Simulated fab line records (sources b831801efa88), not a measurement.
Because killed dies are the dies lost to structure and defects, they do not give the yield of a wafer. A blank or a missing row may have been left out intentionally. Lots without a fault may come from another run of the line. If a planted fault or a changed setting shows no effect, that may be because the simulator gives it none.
One fault seen from 2 desks / flow sky130 / every desk sees just its own numbers, and what lay behind them comes last

DESK OF THE TOOL OWNER: cvdW-01
The tool's own readings at SKY_CONTACT_CVD_24 (deposits W, target thk 340 nm, time 102.12 s): means of the sampled wafers that have a number, for each lot that ran on this tool. Marked OUT: a lot whose mean sits more than 4 standard deviations from the usual mean, which makes it out of limits; the brackets give that distance.
Columns: A = heaterPowerW at SKY_CONTACT_CVD_24, usual 967 W; B = susceptorTempC at SKY_CONTACT_CVD_24, usual 399.96 C
lot=L848; first seen here=day 34 05:00; A=1038; B=399.88
lot=L847; first seen here=day 34 06:38; A=989; B=399.92
lot=L849; first seen here=day 34 14:03; A=1030; B=400.06
lot=L859; first seen here=day 37 12:07; A=1017; B=399.97
Result from this desk: across the 4 lots, nothing is out of limits.

FROM THE METROLOGY DESK
Means of the sampled wafers that have a number, per lot and without regard to the tool the lot ran on: this is what the gauges read. Marked OUT: a lot whose mean sits more than 4 standard deviations from the usual mean, which makes it out of limits; the brackets give that distance.
Columns: A = LDD_LDN_TW at SKY_LDD_LDN_TW_MEAS_13, usual 1486; B = SD_P_TW at SKY_SD_P_TW_MEAS_11, usual 2840; C = CONTACT_W_RS at SKY_CONTACT_RS_MEAS_25, usual 0.337 ohm/sq; D = CONTACT_W_THK at SKY_CONTACT_THK_MEAS_26, usual 343 nm
lot=L842; first seen here=day 23 08:41; A=1482; B=2878; C=0.339; D=345
lot=L843; first seen here=day 23 15:40; A=1485; B=2859; C=0.339; D=342
lot=L844; first seen here=day 23 20:34; A=1498; B=2842; C=0.339; D=341
lot=L845; first seen here=day 25 00:22; A=1478; B=2854; C=0.338; D=340
lot=L848; first seen here=day 25 19:42; A=1494; B=2833; C=0.337; D=341
lot=L847; first seen here=day 25 22:33; A=1492; B=2853; C=0.337; D=343
lot=L849; first seen here=day 26 05:50; A=1486; B=2833; C=0.337; D=341
lot=L850; first seen here=day 26 06:44; A=1488; B=2839; C=0.336; D=343
lot=L859; first seen here=day 29 05:43; A=1489; B=2829; C=0.389 (+16) OUT; D=297 (-12) OUT
lot=L863; first seen here=day 30 17:10; A=1476; B=2845; C=0.332; D=347
lot=L864; first seen here=day 30 19:47; A=1476; B=2850; C=0.335; D=349
Finding of this desk: L859 out of limits, first seen on L859 at day 37 12:13 (CONTACT_W_RS at SKY_CONTACT_RS_MEAS_25). L842, L843, L844, L845, L848, L847, L849, L850, L863, L864 stayed within limits.

BROUGHT TOGETHER
Metrology desk: alarm possible at day 37 12:13 on L859.
The tool owner's desk saw nothing out of limits.
The tool owner's desk has L859 on record, within its limits.
All the named lots went through SKY_CONTACT_CVD_24 on cvdW-01.

WHAT WAS PUT IN BY THE SIMULATOR
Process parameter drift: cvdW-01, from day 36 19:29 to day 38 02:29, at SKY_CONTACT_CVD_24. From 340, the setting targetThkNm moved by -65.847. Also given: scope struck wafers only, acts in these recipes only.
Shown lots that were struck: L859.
Per desk, hours elapsed from the start of the fault to the first reading out of limits: for the metrology desk, 17.
